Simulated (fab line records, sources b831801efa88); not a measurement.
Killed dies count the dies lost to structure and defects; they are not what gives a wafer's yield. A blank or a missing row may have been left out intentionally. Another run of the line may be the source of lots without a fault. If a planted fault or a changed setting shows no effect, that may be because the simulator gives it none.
Problem report in the 8D (eight disciplines) form, filled by code    flow gf180mcu    the parts of the form that need people (team, actions taken, sign-off) are left out

## 1. WHAT WENT WRONG
Across 4 wafers from 3 lots, SALICIDE_TIN_RS at GF_SALICIDE_RS_MEAS_04 averages 20.91 ohm/sq, while fault-free wafers read 16.27 ohm/sq with a standard deviation of 0.27. That is +17 standard deviations from the usual mean.
The step: measures by four-point-probe.
Earliest sighting: wafer L512.1 on film-metro-01 at day 20 20:04. The record holds 39 wafers of 13 lots with a number at this step. Rule for "out" (also "out of limits"): further than 4 standard deviations from the usual mean. Any other wafer with a number is counted as sound.

## 2. WHAT IT IS AND WHAT IT IS NOT
question                     is                              is not
which readings at this step  SALICIDE_TIN_RS                 -
which lots                   L512, L513, L515                L499, L501, L502, L506, L508, L509, L510, L518, L519, L521
which wafers of those lots   L512.1, L512.6, L513.3, L515.6  L512.4, L513.2, L513.4, L515.2, L515.5
read on which gauges         film-metro-01, film-metro-02    film-metro-03
when                         from day 20 20:04               up to then (22 sound wafers); but 13 sound wafers of L513, L515, L518, L519, L521 came after

## 3. THE SUSPECTS, EACH WITH WHAT RULES IT OUT
Counting: a tool at a process step up to the reading stays a suspect if it ran every lot that is out. Sound lots after the first of them don't rule it out here, since some wafers of a struck lot are sound.
- the gauge at GF_SALICIDE_RS_MEAS_04 is ruled out. 2 gauges (film-metro-01, film-metro-02) read the wafers that are out.
- pvd-sputter-01 at GF_SALICIDE_SPUTTER_02 (material Co, target thk 10 nm, time 20 s): kept. Every lot that is out went through it, the first being L512 (day 20 20:00); the last sound lot it ran before that was L510 (day 19 07:23).
Remaining after the count: pvd-sputter-01 at GF_SALICIDE_SPUTTER_02.

## 4. THE CAUSE (what the simulator had put in)
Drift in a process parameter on pvd-sputter-01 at GF_SALICIDE_SPUTTER_02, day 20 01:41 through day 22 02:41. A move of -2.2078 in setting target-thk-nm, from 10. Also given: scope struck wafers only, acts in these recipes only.
After counting, this tool was the only one left.

## 5. SEQUENCE OF EFFECTS, ordered by route
One row per reading whose mean, taken over the struck wafers that have a number, lies over 3 standard deviations from the usual. Scope: only readings with a usual standard deviation given in the record; hours: median across lots of the time from each lot's start at the first step in this table that gives one to its start at this step; sigmas: change in usual standard deviations.
hours  step                    reading          usual         on struck wafers  change  sigmas
0      GF_SALICIDE_RS_MEAS_04  SALICIDE_TIN_RS  16.27 ohm/sq  20.91             +4.64   +17
Later steps that measure or inspect, where all struck wafers having a row at the step show a number for every such reading and not one has moved that far: GF_CONTACT_OVL_MEAS_15.

## 6. HOW IT WOULD HAVE BEEN CAUGHT EARLIER
The first out-of-limits reading at a measuring or inspecting step in this record came at day 20 20:04, 18 hours after the fault's start at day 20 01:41.
No tool reading at GF_SALICIDE_SPUTTER_02 that has a usual standard deviation in the record was out on any struck wafer, so an alarm limit of 4 standard deviations on those readings would not have fired.
Among the 3 lots that are out, L513, L515 began GF_SALICIDE_SPUTTER_02 on pvd-sputter-01 after day 20 20:04. A hold on the tool at that time would have spared those 2.
